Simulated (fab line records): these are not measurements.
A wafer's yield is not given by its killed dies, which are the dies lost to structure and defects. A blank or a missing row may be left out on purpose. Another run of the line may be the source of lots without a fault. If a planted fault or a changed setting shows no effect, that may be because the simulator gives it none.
Check of tool commonality :: flow sky130 :: 12 lots and 36 wafers in the sample

== WHAT PROMPTED THE OPENING ==
Of 12 lots, 2 have the reading SONOS_TUNNEL_TW flagged at SKY_SONOS_TUNNEL_TW_MEAS_12. No-fault wafers: 197, standard deviation 3.7.
Rule: flag the lot when none of its wafers has a number, or when each of its wafers that has one lies beyond 4 standard deviations from that mean. The rest of the lots are taken to be sound.

lot: L445
measured: day 11 17:16
on: film_metro-01
SONOS_TUNNEL_TW, wafer by wafer: 192 192 192
flag: 

lot: L447
measured: day 12 04:19
on: film_metro-03
SONOS_TUNNEL_TW, wafer by wafer: 199 200 199
flag: 

lot: L449
measured: day 13 01:28
on: film_metro-03
SONOS_TUNNEL_TW, wafer by wafer: 174 174 174
flag: FLAGGED

lot: L450
measured: day 13 10:17
on: film_metro-03
SONOS_TUNNEL_TW, wafer by wafer: 174 174 174
flag: FLAGGED

lot: L458
measured: day 16 10:17
on: film_metro-01
SONOS_TUNNEL_TW, wafer by wafer: 193 193 194
flag: 

lot: L459
measured: day 16 17:01
on: film_metro-01
SONOS_TUNNEL_TW, wafer by wafer: 193 193 194
flag: 

lot: L460
measured: day 16 17:49
on: film_metro-03
SONOS_TUNNEL_TW, wafer by wafer: 200 201 202
flag: 

lot: L461
measured: day 16 23:19
on: film_metro-01
SONOS_TUNNEL_TW, wafer by wafer: 193 192 192
flag: 

lot: L462
measured: day 17 15:51
on: film_metro-02
SONOS_TUNNEL_TW, wafer by wafer: 194 194 194
flag: 

lot: L463
measured: day 17 20:06
on: film_metro-03
SONOS_TUNNEL_TW, wafer by wafer: 201 201 201
flag: 

lot: L464
measured: day 18 13:43
on: film_metro-02
SONOS_TUNNEL_TW, wafer by wafer: 196 195 196
flag: 

lot: L467
measured: day 19 01:54
on: film_metro-03
SONOS_TUNNEL_TW, wafer by wafer: 202 201 201
flag: 
On average the flagged lots' numbers are 174, which is -23 against the usual, or -6 standard deviations.

== TOOL THAT RAN EACH LOT ==
2 process steps preceding the reading are held in the record, out of 708 steps in the route. In each cell: the tool, then ch and the chambers that the sampled wafers went through, then the start.
lot: L445
flag: 
SKY_VT_ADJUST_HVTR_STRIP_10: plasma_asher-02 ch 0, day 9 19:37
SKY_SONOS_TUNNEL_IMPLANT_09: implanter-02 ch 0, day 11 16:52

lot: L447
flag: 
SKY_VT_ADJUST_HVTR_STRIP_10: plasma_asher-03 ch 0,1, day 10 05:50
SKY_SONOS_TUNNEL_IMPLANT_09: implanter-03 ch 0, day 12 03:55

lot: L449
flag: FLAGGED
SKY_VT_ADJUST_HVTR_STRIP_10: plasma_asher-04 ch 0,1, day 11 00:05
SKY_SONOS_TUNNEL_IMPLANT_09: implanter-03 ch 0, day 13 00:53

lot: L450
flag: FLAGGED
SKY_VT_ADJUST_HVTR_STRIP_10: plasma_asher-03 ch 0,1, day 11 08:59
SKY_SONOS_TUNNEL_IMPLANT_09: implanter-03 ch 0, day 13 09:53

lot: L458
flag: 
SKY_VT_ADJUST_HVTR_STRIP_10: plasma_asher-03 ch 0,1, day 14 04:14
SKY_SONOS_TUNNEL_IMPLANT_09: implanter-02 ch 0, day 16 09:50

lot: L459
flag: 
SKY_VT_ADJUST_HVTR_STRIP_10: plasma_asher-04 ch 0,1, day 14 09:53
SKY_SONOS_TUNNEL_IMPLANT_09: implanter-02 ch 0, day 16 16:38

lot: L460
flag: 
SKY_VT_ADJUST_HVTR_STRIP_10: plasma_asher-03 ch 0,1, day 14 10:56
SKY_SONOS_TUNNEL_IMPLANT_09: implanter-02 ch 0, day 16 17:23

lot: L461
flag: 
SKY_VT_ADJUST_HVTR_STRIP_10: plasma_asher-03 ch 0,1, day 14 16:19
SKY_SONOS_TUNNEL_IMPLANT_09: implanter-02 ch 0, day 16 22:55

lot: L462
flag: 
SKY_VT_ADJUST_HVTR_STRIP_10: plasma_asher-02 ch 0,1, day 15 08:26
SKY_SONOS_TUNNEL_IMPLANT_09: implanter-02 ch 0, day 17 15:26

lot: L463
flag: 
SKY_VT_ADJUST_HVTR_STRIP_10: plasma_asher-03 ch 0,1, day 15 12:59
SKY_SONOS_TUNNEL_IMPLANT_09: implanter-03 ch 0, day 17 19:43

lot: L464
flag: 
SKY_VT_ADJUST_HVTR_STRIP_10: plasma_asher-04 ch 0,1, day 16 05:20
SKY_SONOS_TUNNEL_IMPLANT_09: implanter-03 ch 0, day 18 13:17

lot: L467
flag: 
SKY_VT_ADJUST_HVTR_STRIP_10: plasma_asher-04 ch 0,1, day 16 15:40
SKY_SONOS_TUNNEL_IMPLANT_09: implanter-02 ch 0, day 19 01:26
These steps, and what they do:
- SKY_VT_ADJUST_HVTR_STRIP_10: strips in O2/N2.
- SKY_SONOS_TUNNEL_IMPLANT_09
- SKY_SONOS_TUNNEL_TW_MEAS_12

== FLAGGED AGAINST TOTAL, ONE TOOL AT A TIME (gauges that did the reading follow at the end) ==
step: SKY_VT_ADJUST_HVTR_STRIP_10
tool: plasma_asher-02
lots run: 2
flagged: 0
share of the flagged lots: none
sound lots run after its first flagged lot: -

step: SKY_VT_ADJUST_HVTR_STRIP_10
tool: plasma_asher-03
lots run: 6
flagged: 1
share of the flagged lots: some
sound lots run after its first flagged lot: 4 (L458,L460,L461,L463)

step: SKY_VT_ADJUST_HVTR_STRIP_10
tool: plasma_asher-04
lots run: 4
flagged: 1
share of the flagged lots: some
sound lots run after its first flagged lot: 3 (L459,L464,L467)

step: SKY_SONOS_TUNNEL_IMPLANT_09
tool: implanter-02
lots run: 7
flagged: 0
share of the flagged lots: none
sound lots run after its first flagged lot: -

step: SKY_SONOS_TUNNEL_IMPLANT_09
tool: implanter-03
lots run: 5
flagged: 2
share of the flagged lots: all
sound lots run after its first flagged lot: 2 (L463,L464)

step: SKY_SONOS_TUNNEL_TW_MEAS_12
tool: film_metro-01
lots run: 4
flagged: 0
share of the flagged lots: none
sound lots run after its first flagged lot: -

step: SKY_SONOS_TUNNEL_TW_MEAS_12
tool: film_metro-02
lots run: 2
flagged: 0
share of the flagged lots: none
sound lots run after its first flagged lot: -

step: SKY_SONOS_TUNNEL_TW_MEAS_12
tool: film_metro-03
lots run: 6
flagged: 2
share of the flagged lots: all
sound lots run after its first flagged lot: 3 (L460,L463,L467)

== WHAT THE TABLE PERMITS ==
Rows of the table that ran all the flagged lots, 2 in number: implanter-03 at SKY_SONOS_TUNNEL_IMPLANT_09; film_metro-03 at SKY_SONOS_TUNNEL_TW_MEAS_12.
- implanter-03 at SKY_SONOS_TUNNEL_IMPLANT_09: 2 of its 5 lots flagged. After the first flagged lot (L463, L464), sound lots still ran on it; a lasting fault on the whole tool would not permit that. Its own readings (dose_ions_cm2, faraday_current_uA) fall more than 4 standard deviations out on all wafers of the flagged lots.
- film_metro-03 at SKY_SONOS_TUNNEL_TW_MEAS_12: 2 of its 6 lots flagged. After the first flagged lot (L460, L463, L467), sound lots still ran on it; a lasting fault on the whole tool would not permit that.
No row of the table ran every flagged lot and no sound lot after the first.

== WHAT THE SIMULATOR HAD PUT IN ==
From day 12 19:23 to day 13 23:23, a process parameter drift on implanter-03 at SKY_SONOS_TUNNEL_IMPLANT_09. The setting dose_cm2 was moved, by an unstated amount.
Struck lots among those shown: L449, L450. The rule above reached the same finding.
